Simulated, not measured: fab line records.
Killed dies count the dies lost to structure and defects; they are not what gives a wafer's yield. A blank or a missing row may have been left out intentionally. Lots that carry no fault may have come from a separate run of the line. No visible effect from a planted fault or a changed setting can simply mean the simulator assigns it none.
Which tool did it? || flow sky130 || 42 wafers from 14 lots sampled at 7 of the route's 708 steps

## WHAT EACH GAUGE READ, for each wafer
The record lacks any reading of a measuring or inspecting step that a usual standard deviation could be used to judge.

## WHAT TOOL EACH LOT RAN ON (gives the tool, then ch and the chambers of the sampled wafers, and finally the start)
{"lot": "L668", "SKY_LI_CONTACT_ETCH_14": "rieDiel-02 ch 0,2,3, day 28 23:56", "SKY_CONTACT_SPUTTER_23": "pvdSputter-02, day 31 11:16", "SKY_METAL1_METAL_ETCH_19": "rieMetal-04 ch 0,1, day 32 16:44", "SKY_VIA2_ETCH_14": "rieDiel-04 ch 1,2,3, day 36 04:24", "SKY_VIA2_ETCH_15": "rieDiel-04 ch 1,2,3, day 36 04:26", "SKY_VIA2_STRIP_16": "plasmaAsher-03 ch 0,1, day 36 04:30", "SKY_METAL3_SPUTTER_00": "pvdSputter-04, day 36 05:46"}
{"lot": "L669", "SKY_LI_CONTACT_ETCH_14": "rieDiel-02 ch 0,2, day 29 09:32", "SKY_CONTACT_SPUTTER_23": "pvdSputter-02, day 31 19:37", "SKY_METAL1_METAL_ETCH_19": "rieMetal-02 ch 1, day 33 00:38", "SKY_VIA2_ETCH_14": "rieDiel-04 ch 0,1,2, day 36 12:12", "SKY_VIA2_ETCH_15": "rieDiel-04 ch 0,1,2, day 36 12:14", "SKY_VIA2_STRIP_16": "plasmaAsher-04 ch 0,1, day 36 12:18", "SKY_METAL3_SPUTTER_00": "pvdSputter-02, day 36 13:42"}
{"lot": "L670", "SKY_LI_CONTACT_ETCH_14": "rieDiel-02 ch 0,1,2, day 29 16:32", "SKY_CONTACT_SPUTTER_23": "pvdSputter-03, day 32 04:14", "SKY_METAL1_METAL_ETCH_19": "rieMetal-04 ch 0,1, day 33 08:31", "SKY_VIA2_ETCH_14": "rieDiel-04 ch 0,1,2, day 36 19:23", "SKY_VIA2_ETCH_15": "rieDiel-04 ch 0,1,2, day 36 19:26", "SKY_VIA2_STRIP_16": "plasmaAsher-04 ch 0,1, day 36 19:29", "SKY_METAL3_SPUTTER_00": "pvdSputter-01, day 36 20:49"}
{"lot": "L672", "SKY_LI_CONTACT_ETCH_14": "rieDiel-01 ch 2,3, day 30 17:08", "SKY_CONTACT_SPUTTER_23": "pvdSputter-04, day 33 04:07", "SKY_METAL1_METAL_ETCH_19": "rieMetal-02 ch 1, day 34 07:38", "SKY_VIA2_ETCH_14": "rieDiel-04 ch 1,2, day 37 18:14", "SKY_VIA2_ETCH_15": "rieDiel-04 ch 1,2, day 37 18:17", "SKY_VIA2_STRIP_16": "plasmaAsher-02 ch 0,1, day 37 18:20", "SKY_METAL3_SPUTTER_00": "pvdSputter-02, day 37 19:44"}
{"lot": "L675", "SKY_LI_CONTACT_ETCH_14": "rieDiel-01 ch 1,3, day 31 16:32", "SKY_CONTACT_SPUTTER_23": "pvdSputter-04, day 34 02:01", "SKY_METAL1_METAL_ETCH_19": "rieMetal-02 ch 0, day 35 05:47", "SKY_VIA2_ETCH_14": "rieDiel-02 ch 1,3, day 38 14:29", "SKY_VIA2_ETCH_15": "rieDiel-02 ch 1,3, day 38 14:32", "SKY_VIA2_STRIP_16": "plasmaAsher-03 ch 0,1, day 38 14:35", "SKY_METAL3_SPUTTER_00": "pvdSputter-04, day 38 16:07"}
{"lot": "L676", "SKY_LI_CONTACT_ETCH_14": "rieDiel-02 ch 0,1,2, day 31 17:38", "SKY_CONTACT_SPUTTER_23": "pvdSputter-03, day 34 04:07", "SKY_METAL1_METAL_ETCH_19": "rieMetal-04 ch 0,1, day 35 07:02", "SKY_VIA2_ETCH_14": "rieDiel-03 ch 0,2,3, day 38 15:38", "SKY_VIA2_ETCH_15": "rieDiel-03 ch 0,2,3, day 38 15:41", "SKY_VIA2_STRIP_16": "plasmaAsher-02 ch 0,1, day 38 15:47", "SKY_METAL3_SPUTTER_00": "pvdSputter-02, day 38 17:01"}
{"lot": "L677", "SKY_LI_CONTACT_ETCH_14": "rieDiel-02 ch 2,3, day 32 19:59", "SKY_CONTACT_SPUTTER_23": "pvdSputter-04, day 35 02:46", "SKY_METAL1_METAL_ETCH_19": "rieMetal-04 ch 0,1, day 36 05:10", "SKY_VIA2_ETCH_14": "rieDiel-03 ch 0,3, day 39 12:54", "SKY_VIA2_ETCH_15": "rieDiel-03 ch 0,3, day 39 12:56", "SKY_VIA2_STRIP_16": "plasmaAsher-02 ch 0,1, day 39 13:00", "SKY_METAL3_SPUTTER_00": "pvdSputter-02, day 39 14:16"}
{"lot": "L678", "SKY_LI_CONTACT_ETCH_14": "rieDiel-03 ch 0,1,2, day 32 21:05", "SKY_CONTACT_SPUTTER_23": "pvdSputter-03, day 35 06:04", "SKY_METAL1_METAL_ETCH_19": "rieMetal-01 ch 0,1, day 36 08:59", "SKY_VIA2_ETCH_14": "rieDiel-02 ch 1,2, day 39 16:41", "SKY_VIA2_ETCH_15": "rieDiel-02 ch 1,2, day 39 16:44", "SKY_VIA2_STRIP_16": "plasmaAsher-04 ch 0,1, day 39 16:47", "SKY_METAL3_SPUTTER_00": "pvdSputter-04, day 39 18:04"}
{"lot": "L681", "SKY_LI_CONTACT_ETCH_14": "rieDiel-02 ch 0,2,3, day 33 20:01", "SKY_CONTACT_SPUTTER_23": "pvdSputter-03, day 36 02:07", "SKY_METAL1_METAL_ETCH_19": "rieMetal-02 ch 0,1, day 37 05:13", "SKY_VIA2_ETCH_14": "rieDiel-02 ch 0,2,3, day 40 12:28", "SKY_VIA2_ETCH_15": "rieDiel-02 ch 0,2,3, day 40 12:31", "SKY_VIA2_STRIP_16": "plasmaAsher-03 ch 0,1, day 40 12:37", "SKY_METAL3_SPUTTER_00": "pvdSputter-01, day 40 13:51"}
{"lot": "L682", "SKY_LI_CONTACT_ETCH_14": "rieDiel-02 ch 0,2,3, day 34 04:23", "SKY_CONTACT_SPUTTER_23": "pvdSputter-02, day 36 11:44", "SKY_METAL1_METAL_ETCH_19": "rieMetal-04 ch 0,1, day 37 14:43", "SKY_VIA2_ETCH_14": "rieDiel-02 ch 1,2,3, day 40 20:11", "SKY_VIA2_ETCH_15": "rieDiel-02 ch 1,2,3, day 40 20:14", "SKY_VIA2_STRIP_16": "plasmaAsher-04 ch 0,1, day 40 20:20", "SKY_METAL3_SPUTTER_00": "pvdSputter-02, day 40 21:34"}
{"lot": "L683", "SKY_LI_CONTACT_ETCH_14": "rieDiel-01 ch 0,1,3, day 34 11:41", "SKY_CONTACT_SPUTTER_23": "pvdSputter-02, day 36 19:09", "SKY_METAL1_METAL_ETCH_19": "rieMetal-04 ch 0, day 37 22:14", "SKY_VIA2_ETCH_14": "rieDiel-04 ch 0,1, day 41 05:21", "SKY_VIA2_ETCH_15": "rieDiel-04 ch 0,1, day 41 05:23", "SKY_VIA2_STRIP_16": "plasmaAsher-04 ch 0,1, day 41 05:27", "SKY_METAL3_SPUTTER_00": "pvdSputter-01, day 41 06:44"}
{"lot": "L684", "SKY_LI_CONTACT_ETCH_14": "rieDiel-01 ch 2,3, day 34 12:53", "SKY_CONTACT_SPUTTER_23": "pvdSputter-02, day 36 20:47", "SKY_METAL1_METAL_ETCH_19": "rieMetal-04 ch 0,1, day 37 23:23", "SKY_VIA2_ETCH_14": "rieDiel-03 ch 0,1,3, day 41 04:56", "SKY_VIA2_ETCH_15": "rieDiel-03 ch 0,1,3, day 41 04:59", "SKY_VIA2_STRIP_16": "plasmaAsher-04 ch 0,1, day 41 05:03", "SKY_METAL3_SPUTTER_00": "pvdSputter-04, day 41 06:26"}
{"lot": "L687", "SKY_LI_CONTACT_ETCH_14": "rieDiel-01 ch 0,2,3, day 35 19:23", "SKY_CONTACT_SPUTTER_23": "pvdSputter-02, day 38 02:40", "SKY_METAL1_METAL_ETCH_19": "rieMetal-04 ch 0,1, day 39 04:20", "SKY_VIA2_ETCH_14": "rieDiel-04 ch 0,2, day 42 07:48", "SKY_VIA2_ETCH_15": "rieDiel-04 ch 0,2, day 42 07:50", "SKY_VIA2_STRIP_16": "plasmaAsher-02 ch 0,1, day 42 07:54", "SKY_METAL3_SPUTTER_00": "pvdSputter-01, day 42 09:10"}
{"lot": "L688", "SKY_LI_CONTACT_ETCH_14": "rieDiel-01 ch 0,3, day 36 04:05", "SKY_CONTACT_SPUTTER_23": "pvdSputter-02, day 38 09:43", "SKY_METAL1_METAL_ETCH_19": "rieMetal-01 ch 0,1, day 39 12:04", "SKY_VIA2_ETCH_14": "rieDiel-04 ch 0,1,2, day 42 16:35", "SKY_VIA2_ETCH_15": "rieDiel-04 ch 0,1,2, day 42 16:38", "SKY_VIA2_STRIP_16": "plasmaAsher-02 ch 0,1, day 42 16:49", "SKY_METAL3_SPUTTER_00": "pvdSputter-02, day 42 18:03"}
- SKY_LI_CONTACT_ETCH_14: etches BARC in N2/H2, stops on SiO2, time 45.9 s, target depth 60 nm.
- SKY_CONTACT_SPUTTER_23: material TiN, target thk 20 nm, time 77.13 s.
- SKY_METAL1_METAL_ETCH_19: etches the open film in Cl2/BCl3, stops on SiO2, target depth 360 nm, time 78 s.
- SKY_VIA2_ETCH_14: etches BARC in N2/H2, stops on SiO2, time 45.9 s, target depth 60 nm.
- SKY_VIA2_ETCH_15: etches SiO2 in C4F8/O2/Ar, stops on TiN, target depth 546 nm, time 84 s.
- SKY_VIA2_STRIP_16: strips in O2/N2.
- SKY_METAL3_SPUTTER_00: material Ti, target thk 15 nm, time 10 s.

## AS READ BY THE TOOLS THEMSELVES (means over the sampled wafers that have a number; for cases with no such wafer, the mark the record gives instead)
SKY_LI_CONTACT_ETCH_14.
{"lot": "L668", "tool": "rieDiel-02", "drypumpMotorCurrentA (A)": 5.8, "oesProductAu (a.u.)": 0.853, "throttleValvePct (%)": 13.220}
{"lot": "L669", "tool": "rieDiel-02", "drypumpMotorCurrentA (A)": 5.8, "oesProductAu (a.u.)": 0.857, "throttleValvePct (%)": 13.226}
{"lot": "L670", "tool": "rieDiel-02", "drypumpMotorCurrentA (A)": 5.9, "oesProductAu (a.u.)": 0.854, "throttleValvePct (%)": 13.230}
{"lot": "L672", "tool": "rieDiel-01", "drypumpMotorCurrentA (A)": 5.9, "oesProductAu (a.u.)": 0.857, "throttleValvePct (%)": 13.226}
{"lot": "L675", "tool": "rieDiel-01", "drypumpMotorCurrentA (A)": 6.1, "oesProductAu (a.u.)": 0.857, "throttleValvePct (%)": 13.229}
{"lot": "L676", "tool": "rieDiel-02", "drypumpMotorCurrentA (A)": 5.9, "oesProductAu (a.u.)": 0.857, "throttleValvePct (%)": 13.224}
{"lot": "L677", "tool": "rieDiel-02", "drypumpMotorCurrentA (A)": 5.6, "oesProductAu (a.u.)": 0.852, "throttleValvePct (%)": 13.226}
{"lot": "L678", "tool": "rieDiel-03", "drypumpMotorCurrentA (A)": 6.0, "oesProductAu (a.u.)": 0.852, "throttleValvePct (%)": 13.217}
{"lot": "L681", "tool": "rieDiel-02", "drypumpMotorCurrentA (A)": 5.8, "oesProductAu (a.u.)": 0.855, "throttleValvePct (%)": 13.224}
{"lot": "L682", "tool": "rieDiel-02", "drypumpMotorCurrentA (A)": 5.8, "oesProductAu (a.u.)": 0.854, "throttleValvePct (%)": 13.223}
{"lot": "L683", "tool": "rieDiel-01", "drypumpMotorCurrentA (A)": 5.9, "oesProductAu (a.u.)": 0.850, "throttleValvePct (%)": 13.222}
{"lot": "L684", "tool": "rieDiel-01", "drypumpMotorCurrentA (A)": 5.9, "oesProductAu (a.u.)": 0.854, "throttleValvePct (%)": 13.214}
{"lot": "L687", "tool": "rieDiel-01", "drypumpMotorCurrentA (A)": 5.7, "oesProductAu (a.u.)": 0.855, "throttleValvePct (%)": 13.220}
{"lot": "L688", "tool": "rieDiel-01", "drypumpMotorCurrentA (A)": 6.0, "oesProductAu (a.u.)": 0.852, "throttleValvePct (%)": 13.238}

SKY_CONTACT_SPUTTER_23.
{"lot": "L668", "tool": "pvdSputter-02", "throttleValvePct (%)": 28.5}
{"lot": "L669", "tool": "pvdSputter-02", "throttleValvePct (%)": 28.6}
{"lot": "L670", "tool": "pvdSputter-03", "throttleValvePct (%)": 29.7}
{"lot": "L672", "tool": "pvdSputter-04", "throttleValvePct (%)": 30.4}
{"lot": "L675", "tool": "pvdSputter-04", "throttleValvePct (%)": 30.2}
{"lot": "L676", "tool": "pvdSputter-03", "throttleValvePct (%)": 29.6}
{"lot": "L677", "tool": "pvdSputter-04", "throttleValvePct (%)": 30.3}
{"lot": "L678", "tool": "pvdSputter-03", "throttleValvePct (%)": 29.9}
{"lot": "L681", "tool": "pvdSputter-03", "throttleValvePct (%)": 29.9}
{"lot": "L682", "tool": "pvdSputter-02", "throttleValvePct (%)": 29.3}
{"lot": "L683", "tool": "pvdSputter-02", "throttleValvePct (%)": 28.2}
{"lot": "L684", "tool": "pvdSputter-02", "throttleValvePct (%)": 28.6}
{"lot": "L687", "tool": "pvdSputter-02", "throttleValvePct (%)": 28.5}
{"lot": "L688", "tool": "pvdSputter-02", "throttleValvePct (%)": 28.2}

SKY_METAL1_METAL_ETCH_19.
{"lot": "L668", "tool": "rieMetal-04", "drypumpMotorCurrentA (A)": 5.3, "oesProductAu (a.u.)": 0.856, "throttleValvePct (%)": 22.268}
{"lot": "L669", "tool": "rieMetal-02", "drypumpMotorCurrentA (A)": 5.8, "oesProductAu (a.u.)": 0.855, "throttleValvePct (%)": 22.259}
{"lot": "L670", "tool": "rieMetal-04", "drypumpMotorCurrentA (A)": 5.3, "oesProductAu (a.u.)": 0.849, "throttleValvePct (%)": 22.264}
{"lot": "L672", "tool": "rieMetal-02", "drypumpMotorCurrentA (A)": 5.8, "oesProductAu (a.u.)": 0.864, "throttleValvePct (%)": 22.261}
{"lot": "L675", "tool": "rieMetal-02", "drypumpMotorCurrentA (A)": 5.7, "oesProductAu (a.u.)": 0.850, "throttleValvePct (%)": 22.257}
{"lot": "L676", "tool": "rieMetal-04", "drypumpMotorCurrentA (A)": 5.3, "oesProductAu (a.u.)": 0.853, "throttleValvePct (%)": 22.266}
{"lot": "L677", "tool": "rieMetal-04", "drypumpMotorCurrentA (A)": 5.5, "oesProductAu (a.u.)": 0.858, "throttleValvePct (%)": 22.266}
{"lot": "L678", "tool": "rieMetal-01", "drypumpMotorCurrentA (A)": 6.0, "oesProductAu (a.u.)": 0.861, "throttleValvePct (%)": 22.271}
{"lot": "L681", "tool": "rieMetal-02", "drypumpMotorCurrentA (A)": 5.8, "oesProductAu (a.u.)": 0.855, "throttleValvePct (%)": 22.262}
{"lot": "L682", "tool": "rieMetal-04", "drypumpMotorCurrentA (A)": 5.3, "oesProductAu (a.u.)": 0.856, "throttleValvePct (%)": 22.265}
{"lot": "L683", "tool": "rieMetal-04", "drypumpMotorCurrentA (A)": 5.8, "oesProductAu (a.u.)": 0.856, "throttleValvePct (%)": 22.273}
{"lot": "L684", "tool": "rieMetal-04", "drypumpMotorCurrentA (A)": 5.3, "oesProductAu (a.u.)": 0.857, "throttleValvePct (%)": 22.257}
{"lot": "L687", "tool": "rieMetal-04", "drypumpMotorCurrentA (A)": 5.3, "oesProductAu (a.u.)": 0.859, "throttleValvePct (%)": 22.269}
{"lot": "L688", "tool": "rieMetal-01", "drypumpMotorCurrentA (A)": 5.6, "oesProductAu (a.u.)": 0.860, "throttleValvePct (%)": 22.269}

SKY_VIA2_ETCH_14.
{"lot": "L668", "tool": "rieDiel-04", "drypumpMotorCurrentA (A)": 5.6, "oesProductAu (a.u.)": 0.857, "throttleValvePct (%)": 13.228}
{"lot": "L669", "tool": "rieDiel-04", "drypumpMotorCurrentA (A)": 5.7, "oesProductAu (a.u.)": 0.854, "throttleValvePct (%)": 13.220}
{"lot": "L670", "tool": "rieDiel-04", "drypumpMotorCurrentA (A)": 5.8, "oesProductAu (a.u.)": 0.854, "throttleValvePct (%)": 13.229}
{"lot": "L672", "tool": "rieDiel-04", "drypumpMotorCurrentA (A)": 5.5, "oesProductAu (a.u.)": 0.854, "throttleValvePct (%)": 13.221}
{"lot": "L675", "tool": "rieDiel-02", "drypumpMotorCurrentA (A)": 5.8, "oesProductAu (a.u.)": 0.859, "throttleValvePct (%)": 13.225}
{"lot": "L676", "tool": "rieDiel-03", "drypumpMotorCurrentA (A)": 5.5, "oesProductAu (a.u.)": 0.856, "throttleValvePct (%)": 13.229}
{"lot": "L677", "tool": "rieDiel-03", "drypumpMotorCurrentA (A)": 5.0, "oesProductAu (a.u.)": 0.855, "throttleValvePct (%)": 13.224}
{"lot": "L678", "tool": "rieDiel-02", "drypumpMotorCurrentA (A)": 5.7, "oesProductAu (a.u.)": 0.855, "throttleValvePct (%)": 13.229}
{"lot": "L681", "tool": "rieDiel-02", "drypumpMotorCurrentA (A)": 5.8, "oesProductAu (a.u.)": 0.854, "throttleValvePct (%)": 13.212}
{"lot": "L682", "tool": "rieDiel-02", "drypumpMotorCurrentA (A)": 5.7, "oesProductAu (a.u.)": 0.856, "throttleValvePct (%)": 13.221}
{"lot": "L683", "tool": "rieDiel-04", "drypumpMotorCurrentA (A)": 6.0, "oesProductAu (a.u.)": 0.854, "throttleValvePct (%)": 13.226}
{"lot": "L684", "tool": "rieDiel-03", "drypumpMotorCurrentA (A)": 5.5, "oesProductAu (a.u.)": 0.855, "throttleValvePct (%)": 13.230}
{"lot": "L687", "tool": "rieDiel-04", "drypumpMotorCurrentA (A)": 5.9, "oesProductAu (a.u.)": 0.760, "throttleValvePct (%)": 13.227}
{"lot": "L688", "tool": "rieDiel-04", "drypumpMotorCurrentA (A)": 5.8, "oesProductAu (a.u.)": 0.812, "throttleValvePct (%)": 13.222}

SKY_VIA2_ETCH_15.
{"lot": "L668", "tool": "rieDiel-04", "oesProductAu (a.u.)": 0.943}
{"lot": "L669", "tool": "rieDiel-04", "oesProductAu (a.u.)": 0.940}
{"lot": "L670", "tool": "rieDiel-04", "oesProductAu (a.u.)": 0.941}
{"lot": "L672", "tool": "rieDiel-04", "oesProductAu (a.u.)": 0.935}
{"lot": "L675", "tool": "rieDiel-02", "oesProductAu (a.u.)": 0.940}
{"lot": "L676", "tool": "rieDiel-03", "oesProductAu (a.u.)": 0.940}
{"lot": "L677", "tool": "rieDiel-03", "oesProductAu (a.u.)": 0.944}
{"lot": "L678", "tool": "rieDiel-02", "oesProductAu (a.u.)": 0.944}
{"lot": "L681", "tool": "rieDiel-02", "oesProductAu (a.u.)": 0.941}
{"lot": "L682", "tool": "rieDiel-02", "oesProductAu (a.u.)": 0.942}
{"lot": "L683", "tool": "rieDiel-04", "oesProductAu (a.u.)": 0.936}
{"lot": "L684", "tool": "rieDiel-03", "oesProductAu (a.u.)": 0.939}
{"lot": "L687", "tool": "rieDiel-04", "oesProductAu (a.u.)": 0.561}
{"lot": "L688", "tool": "rieDiel-04", "oesProductAu (a.u.)": 0.755}

SKY_VIA2_STRIP_16.
{"lot": "L668", "tool": "plasmaAsher-03", "drypumpMotorCurrentA (A)": 6.15, "oesProductAu (a.u.)": 0.398, "stripTimeToEndpointS (s)": 4.079}
{"lot": "L669", "tool": "plasmaAsher-04", "drypumpMotorCurrentA (A)": 6.06, "oesProductAu (a.u.)": 0.399, "stripTimeToEndpointS (s)": 4.070}
{"lot": "L670", "tool": "plasmaAsher-04", "drypumpMotorCurrentA (A)": 6.13, "oesProductAu (a.u.)": 0.398, "stripTimeToEndpointS (s)": 4.067}
{"lot": "L672", "tool": "plasmaAsher-02", "drypumpMotorCurrentA (A)": 5.69, "oesProductAu (a.u.)": 0.402, "stripTimeToEndpointS (s)": 4.067}
{"lot": "L675", "tool": "plasmaAsher-03", "drypumpMotorCurrentA (A)": 6.28, "oesProductAu (a.u.)": 0.403, "stripTimeToEndpointS (s)": 4.033}
{"lot": "L676", "tool": "plasmaAsher-02", "drypumpMotorCurrentA (A)": 5.67, "oesProductAu (a.u.)": 0.399, "stripTimeToEndpointS (s)": 4.056}
{"lot": "L677", "tool": "plasmaAsher-02", "drypumpMotorCurrentA (A)": 5.65, "oesProductAu (a.u.)": 0.402, "stripTimeToEndpointS (s)": 4.052}
{"lot": "L678", "tool": "plasmaAsher-04", "drypumpMotorCurrentA (A)": 6.06, "oesProductAu (a.u.)": 0.402, "stripTimeToEndpointS (s)": 4.056}
{"lot": "L681", "tool": "plasmaAsher-03", "drypumpMotorCurrentA (A)": 6.30, "oesProductAu (a.u.)": 0.397, "stripTimeToEndpointS (s)": 4.067}
{"lot": "L682", "tool": "plasmaAsher-04", "drypumpMotorCurrentA (A)": 6.05, "oesProductAu (a.u.)": 0.403, "stripTimeToEndpointS (s)": 4.063}
{"lot": "L683", "tool": "plasmaAsher-04", "drypumpMotorCurrentA (A)": 6.12, "oesProductAu (a.u.)": 0.400, "stripTimeToEndpointS (s)": 4.072}
{"lot": "L684", "tool": "plasmaAsher-04", "drypumpMotorCurrentA (A)": 6.06, "oesProductAu (a.u.)": 0.403, "stripTimeToEndpointS (s)": 4.044}
{"lot": "L687", "tool": "plasmaAsher-02", "drypumpMotorCurrentA (A)": 5.63, "oesProductAu (a.u.)": 0.406, "stripTimeToEndpointS (s)": 4.201}
{"lot": "L688", "tool": "plasmaAsher-02", "drypumpMotorCurrentA (A)": 5.63, "oesProductAu (a.u.)": 0.400, "stripTimeToEndpointS (s)": 4.134}

SKY_METAL3_SPUTTER_00.
{"lot": "L668", "tool": "pvdSputter-04", "throttleValvePct (%)": 30.5}
{"lot": "L669", "tool": "pvdSputter-02", "throttleValvePct (%)": 28.8}
{"lot": "L670", "tool": "pvdSputter-01", "throttleValvePct (%)": 28.8}
{"lot": "L672", "tool": "pvdSputter-02", "throttleValvePct (%)": 28.6}
{"lot": "L675", "tool": "pvdSputter-04", "throttleValvePct (%)": 30.4}
{"lot": "L676", "tool": "pvdSputter-02", "throttleValvePct (%)": 28.7}
{"lot": "L677", "tool": "pvdSputter-02", "throttleValvePct (%)": 28.6}
{"lot": "L678", "tool": "pvdSputter-04", "throttleValvePct (%)": 30.4}
{"lot": "L681", "tool": "pvdSputter-01", "throttleValvePct (%)": 29.7}
{"lot": "L682", "tool": "pvdSputter-02", "throttleValvePct (%)": 28.6}
{"lot": "L683", "tool": "pvdSputter-01", "throttleValvePct (%)": 29.6}
{"lot": "L684", "tool": "pvdSputter-04", "throttleValvePct (%)": 30.1}
{"lot": "L687", "tool": "pvdSputter-01", "throttleValvePct (%)": 29.8}
{"lot": "L688", "tool": "pvdSputter-02", "throttleValvePct (%)": 28.4}

## THE ANSWER, worked out from the rows above alone
Rule: the lots themselves supply what counts as usual. The widest of any qualifying gaps counts: lots, ordered by their means at a reading, are off when they make up no more than a third of the lots, leave a main group of 4 or more, and stand apart from it by 3 or more times the standard deviation of that group's means. A main group is skipped when, at the precision printed for the reading in the tables above, its means are all equal. Also off: a lot with no number at a reading for which 4 or more lots have one. The other lots that the step has rows for count as sound. After the gauges, taken in route order, come the tools' own readings; for these a lot's mean is taken, as printed above. The first step at which some lot is off is used, and at that step the reading that is off furthest; a lot without a number counts as furthest.
Off at SKY_VIA2_ETCH_14 (oesProductAu): L687, L688. Mean 0.855 a.u. and standard deviation 0.0015 in the main group.
A tool fits if, at that step or a process step before it, it ran every lot that is off, and no sound lot after the first of them. Can't be told from this: 3 tools fit, rieDiel-01 at SKY_LI_CONTACT_ETCH_14, pvdSputter-02 at SKY_CONTACT_SPUTTER_23, rieDiel-04 at SKY_VIA2_ETCH_14.

## WHAT THE SIMULATOR PUT IN
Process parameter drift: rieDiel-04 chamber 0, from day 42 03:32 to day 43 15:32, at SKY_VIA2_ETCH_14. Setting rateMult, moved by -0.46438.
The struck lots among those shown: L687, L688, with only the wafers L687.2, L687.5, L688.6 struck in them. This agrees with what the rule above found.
